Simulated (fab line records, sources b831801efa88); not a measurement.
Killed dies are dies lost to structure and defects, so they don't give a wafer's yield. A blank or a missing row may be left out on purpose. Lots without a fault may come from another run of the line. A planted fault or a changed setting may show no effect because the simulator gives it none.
Which tool did it? | flow sky130 | 12 lots, 36 wafers sampled, at 1 step of a route of 708

WHAT THE GAUGES READ, wafer by wafer
SKY_SONOS_ONO_CD_MEAS_13: target cd 410 nm.
lot  | measured     | on        | cd_nm (nm)
L075 | day 12 16:56 | cd_sem-01 | 409.3 410.7 406.7
L077 | day 13 05:18 | cd_sem-02 | 411.3 411.5 410.0
L079 | day 14 02:10 | cd_sem-01 | 409.5 411.7 411.8
L081 | day 14 11:42 | cd_sem-01 | 415.2 412.8 411.3
L083 | day 15 12:34 | cd_sem-02 | 408.9 409.9 410.0
L085 | day 16 02:52 | cd_sem-01 | 409.0 407.1 406.3
L086 | day 18 15:17 | cd_sem-01 | 413.3 412.0 412.0
L089 | day 18 20:54 | cd_sem-01 | 413.0 411.4 414.7
L091 | day 18 23:39 | cd_sem-02 | 409.2 413.4 413.3
L093 | day 19 10:59 | cd_sem-01 | 408.7 408.3 407.1
L095 | day 19 20:07 | cd_sem-01 | 408.5 408.3 408.5
L097 | day 20 14:54 | cd_sem-01 | 407.5 406.8 409.6

WHICH TOOL RAN EACH LOT (tool, then ch and the chambers of the sampled wafers, then the start)
The record holds no process step before these readings.

THE ANSWER, worked out from the rows above alone
Rule: what is usual is taken from the lots themselves. Put in order of their means at a reading, lots are off if they are a third of the lots or fewer, leave a main group of 4 or more, and stand apart from it by a gap of 3 or more times the standard deviation of the main group's means; of several such gaps the widest counts. A main group whose means are all the same, to the digits that the tables above print for the reading, isn't used. A lot without any number at a reading at which 4 lots or more have one is off too. The other lots that the step has rows for count as sound.
No lot is off at any reading shown: from this, nothing can be told.

WHAT THE SIMULATOR HAD PUT IN
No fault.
